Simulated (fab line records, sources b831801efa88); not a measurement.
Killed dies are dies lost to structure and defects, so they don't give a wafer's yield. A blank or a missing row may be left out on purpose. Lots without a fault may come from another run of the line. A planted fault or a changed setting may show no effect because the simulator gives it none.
One fault seen from 2 desks | flow sky130 | each desk has only its own numbers; what lay behind them comes last

THE TOOL OWNER'S DESK: cmp-01
The tool's own readings at SKY_VIA2_CMP_02 (polishes SiO2): means of the sampled wafers that have a number, for each lot that ran on this tool. A lot is out of limits, marked OUT, if its mean lies more than 4 standard deviations from the usual mean; the brackets give that distance.
Columns: A = edge_zone_pressure_frac at SKY_VIA2_CMP_02, usual 1.000; B = head_pressure_psi at SKY_VIA2_CMP_02, usual 4.001 psi; C = motor_current_A at SKY_VIA2_CMP_02, usual 11.7 A
lot  | first seen here | A     | B     | C
L495 | day 36 14:42    | 0.998 | 3.992 | 12.0
L499 | day 37 21:59    | 0.997 | 4.008 | 11.9
L500 | day 37 23:50    | 1.000 | 4.002 | 11.5
L506 | day 39 20:41    | 1.001 | 3.999 | 12.0
L510 | day 41 03:32    | 1.000 | 4.009 | 12.0
L514 | day 42 01:01    | 0.996 | 3.997 | 11.9
This desk's finding: nothing out of limits on any of the 6 lots.

THE METROLOGY DESK
What the gauges read, lot by lot, whatever tool the lot ran on: means of the sampled wafers that have a number. A lot is out of limits, marked OUT, if its mean lies more than 4 standard deviations from the usual mean; the brackets give that distance.
Columns: A = VIA1_OVL at SKY_VIA1_OVL_MEAS_13, usual 3 nm; B = VIA2_HDPCVD_THK at SKY_VIA2_THK_MEAS_01, usual 1177 nm; C = VIA2_BOW at SKY_VIA2_BOW_MEAS_03, usual 87 um
lot  | first seen here | A  | B    | C
L491 | day 34 02:47    | 0  | 1166 | 88
L493 | day 35 00:25    | 2  | 1184 | 87
L492 | day 35 01:52    | 1  | 1195 | 80
L495 | day 35 09:31    | 2  | 1181 | 85
L496 | day 35 14:38    | -5 | 1173 | 90
L499 | day 36 18:13    | -0 | 1177 | 90
L500 | day 36 19:12    | -2 | 1176 | 87
L501 | day 37 07:25    | 9  | 1176 | 120 (+4.4) OUT
L502 | day 37 17:01    | 8  | 1190 | 112
L503 | day 37 21:34    | 0  | 1195 | 115
L506 | day 38 17:56    | 6  | 1157 | 83
L510 | day 40 00:21    | 10 | 1163 | 87
L511 | day 40 00:53    | 4  | 1182 | 86
L513 | day 40 11:32    | 4  | 1166 | 88
L514 | day 40 22:01    | 1  | 1187 | 87
This desk's finding: out of limits on L501; first on L501, day 38 11:38 (VIA2_BOW at SKY_VIA2_BOW_MEAS_03). In limits: L491, L493, L492, L495, L496, L499, L500, L502, L503, L506, L510, L511, L513, L514.

PUT TOGETHER
The metrology desk could have raised an alarm at day 38 11:38, on L501.
The tool owner's desk saw nothing out of limits.
The tool owner's desk has no number on record for L501.
Of the lots named, all ran SKY_VIA2_CMP_02 on cmp-01.

WHAT THE SIMULATOR HAD PUT IN
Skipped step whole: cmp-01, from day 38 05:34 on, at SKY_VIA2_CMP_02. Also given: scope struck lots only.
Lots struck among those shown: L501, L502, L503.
Hours from the fault's start to each desk's first reading out of limits: the metrology desk, 6.
